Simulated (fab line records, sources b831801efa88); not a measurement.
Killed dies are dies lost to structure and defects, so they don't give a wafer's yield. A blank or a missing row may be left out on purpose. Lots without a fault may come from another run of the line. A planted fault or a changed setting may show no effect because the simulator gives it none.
Which tool did it? | flow sky130 | 13 lots, 39 wafers sampled, at 4 steps of a route of 708

WHAT THE GAUGES READ, wafer by wafer
SKY_LI_CONTACT_CD_MEAS_12: target cd 170 nm. Usual: cd_nm 170.3 nm, standard deviation 1.8.
lot  | measured     | on        | cd_nm (nm)        | flag
L112 | day 28 21:25 | cd_sem-02 | 169.2 168.3 168.1 |
L113 | day 29 12:32 | cd_sem-02 | 171.0 169.9 170.9 |
L115 | day 30 05:36 | cd_sem-02 | 168.6 169.1 169.5 |
L116 | day 30 15:02 | cd_sem-01 | 169.3 169.2 169.8 |
L118 | day 30 23:44 | cd_sem-02 | 169.4 168.9 169.9 |
L119 | day 31 08:52 | cd_sem-02 | 170.7 170.3 170.3 |
L120 | day 32 03:47 | cd_sem-01 | 170.2 170.5 169.7 |
L121 | day 32 04:20 | cd_sem-02 | 172.7 172.4 171.8 |
L130 | day 34 21:35 | cd_sem-02 | 171.5 170.0 169.6 |
L131 | day 35 06:02 | cd_sem-02 | 169.3 169.3 169.3 |
L132 | day 35 17:21 | cd_sem-01 | 168.8 168.8 169.4 |
L133 | day 35 19:17 | cd_sem-02 | 172.4 171.5 171.6 |
L135 | day 36 07:28 | cd_sem-01 | 169.9 170.0 169.8 |

SKY_LI_CONTACT_RS_MEAS_22: measures by four-point-probe. Usual: LI_CONTACT_W_RS 0.2827 ohm/sq, standard deviation 0.0023.
lot  | measured     | on            | LI_CONTACT_W_RS (ohm/sq) | flag
L112 | day 28 22:17 | film_metro-03 | 0.2820 0.2826 0.2844     |
L113 | day 29 13:22 | film_metro-02 | 0.2859 0.2870 0.2857     |
L115 | day 30 06:26 | film_metro-03 | 0.2829 0.2854 0.2860     |
L116 | day 30 15:52 | film_metro-02 | 0.2807 0.2775 0.2833     |
L118 | day 31 00:38 | film_metro-03 | 0.2838 0.2798 0.2827     |
L119 | day 31 09:50 | film_metro-03 | 0.2837 0.2821 0.2877     |
L120 | day 32 04:39 | film_metro-01 | 0.2841 0.2796 0.2834     |
L121 | day 32 05:12 | film_metro-03 | 0.2894 0.2849 0.2834     |
L130 | day 35 03:04 | film_metro-03 | 0.2842 0.2842 0.2840     |
L131 | day 35 06:52 | film_metro-03 | 0.2797 0.2793 0.2804     |
L132 | day 35 18:21 | film_metro-01 | 0.2837 0.2859 0.2792     |
L133 | day 35 20:17 | film_metro-01 | 0.2797 0.2821 0.2828     |
L135 | day 36 08:19 | film_metro-03 | 0.2817 0.2810 0.2801     |

SKY_LOCAL_INTERCONNECT_THK_MEAS_02: measures by xrf. Usual: LOCAL_INTERCONNECT_TIN_THK 103.0 nm, standard deviation 0.99.
lot  | measured     | on            | LOCAL_INTERCONNECT_TIN_THK (nm) | flag
L112 | day 28 22:56 | film_metro-04 | 102.2 103.2 102.2               |
L113 | day 29 14:02 | film_metro-04 | 101.2 100.6 101.7               |
L115 | day 30 07:05 | film_metro-01 | 104.1 104.8 104.9               |
L116 | day 30 16:32 | film_metro-04 | 104.2 103.2 103.4               |
L118 | day 31 01:25 | film_metro-02 | 103.1 103.7 103.7               |
L119 | day 31 10:29 | film_metro-01 | 103.5 104.2 103.4               |
L120 | day 32 05:19 | film_metro-02 | 103.3 103.6 102.7               |
L121 | day 32 05:52 | film_metro-02 | 104.7 104.2 103.7               |
L130 | day 35 03:44 | film_metro-02 | 103.7 102.1 102.4               |
L131 | day 35 07:32 | film_metro-02 | 102.9 102.5 103.4               |
L132 | day 35 18:59 | film_metro-02 | 102.4 102.2 101.7               |
L133 | day 35 20:56 | film_metro-01 | 102.1 101.9 103.9               |
L135 | day 36 08:58 | film_metro-04 | 100.0 101.0 102.4               |

WHICH TOOL RAN EACH LOT (tool, then ch and the chambers of the sampled wafers, then the start)
lot  | SKY_POLY_GATE_ETCH_17
L112 | rie_si-02 ch 0,1,3, day 16 03:27
L113 | rie_si-01 ch 1,2,3, day 16 14:34
L115 | rie_si-01 ch 0,3, day 17 13:41
L116 | rie_si-01 ch 1,2,3, day 17 18:21
L118 | rie_si-02 ch 1,2, day 18 12:02
L119 | rie_si-01 ch 0,1,3, day 18 18:01
L120 | rie_si-02 ch 1,3, day 19 15:58
L121 | rie_si-02 ch 1,3, day 19 16:11
L130 | rie_si-02 ch 0,1, day 22 21:20
L131 | rie_si-02 ch 0,2,3, day 23 04:25
L132 | rie_si-01 ch 1,2,3, day 23 17:22
L133 | rie_si-02 ch 1,2,3, day 23 22:18
L135 | rie_si-02 ch 1,2, day 24 13:51
- SKY_POLY_GATE_ETCH_17: etches poly-Si in HBr/Cl2, stops on SiO2, target depth 180 nm, time 70.5 s.

WHAT THE TOOLS THEMSELVES READ (means of the sampled wafers that have a number; where no wafer has one, the mark that the record gives instead)
SKY_POLY_GATE_ETCH_17. Usual: HBr_flow_sccm 150.0 sccm, standard deviation 0.47; bias_w 100.0 W, standard deviation 0.31; drypump_motor_current_A 5.6 A, standard deviation 0.41; oes_product_au 0.986 a.u., standard deviation 0.0068; throttle_valve_pct 33.684 %, standard deviation 0.0094.
lot  | tool      | HBr_flow_sccm (sccm) | bias_w (W) | drypump_motor_current_A (A) | oes_product_au (a.u.) | throttle_valve_pct (%) | flag
L112 | rie_si-02 | 149.6                | 100.2      | 5.4                         | 0.982                 | 33.681                 |
L113 | rie_si-01 | 149.8                | 99.9       | 5.8                         | 0.990                 | 33.686                 |
L115 | rie_si-01 | 149.8                | 99.7       | 5.6                         | 0.981                 | 33.678                 |
L116 | rie_si-01 | 149.7                | 100.0      | 5.7                         | 0.979                 | 33.676                 |
L118 | rie_si-02 | 150.1                | 100.0      | 5.3                         | 0.990                 | 33.685                 |
L119 | rie_si-01 | 150.1                | 100.2      | 5.7                         | 0.988                 | 33.686                 |
L120 | rie_si-02 | 150.3                | 99.9       | 5.5                         | 0.991                 | 33.695                 |
L121 | rie_si-02 | 149.6                | 99.9       | 5.4                         | 0.994                 | 33.684                 |
L130 | rie_si-02 | 149.8                | 100.0      | 5.3                         | 0.993                 | 33.690                 |
L131 | rie_si-02 | 150.2                | 99.9       | 5.4                         | 0.988                 | 33.681                 |
L132 | rie_si-01 | 150.3                | 100.2      | 5.8                         | 0.984                 | 33.692                 |
L133 | rie_si-02 | 149.7                | 99.9       | 5.3                         | 0.981                 | 33.676                 |
L135 | rie_si-02 | 149.8                | 100.0      | 5.2                         | 0.985                 | 33.681                 |

THE ANSWER, worked out from the rows above alone
Rule: a lot is off if the mean of its wafers that have a number lies more than 3 standard deviations from the usual mean. A lot without any number at a reading at which 4 lots or more have one is off too. The other lots that the step has rows for count as sound. The gauges are gone through in route order, then the tools' own readings, and for those a lot's mean is taken as printed above. The first step at which some lot is off is used, and at that step the reading that is off furthest; a lot without a number counts as furthest.
No lot is off at any reading shown: from this, nothing can be told.

WHAT THE SIMULATOR HAD PUT IN
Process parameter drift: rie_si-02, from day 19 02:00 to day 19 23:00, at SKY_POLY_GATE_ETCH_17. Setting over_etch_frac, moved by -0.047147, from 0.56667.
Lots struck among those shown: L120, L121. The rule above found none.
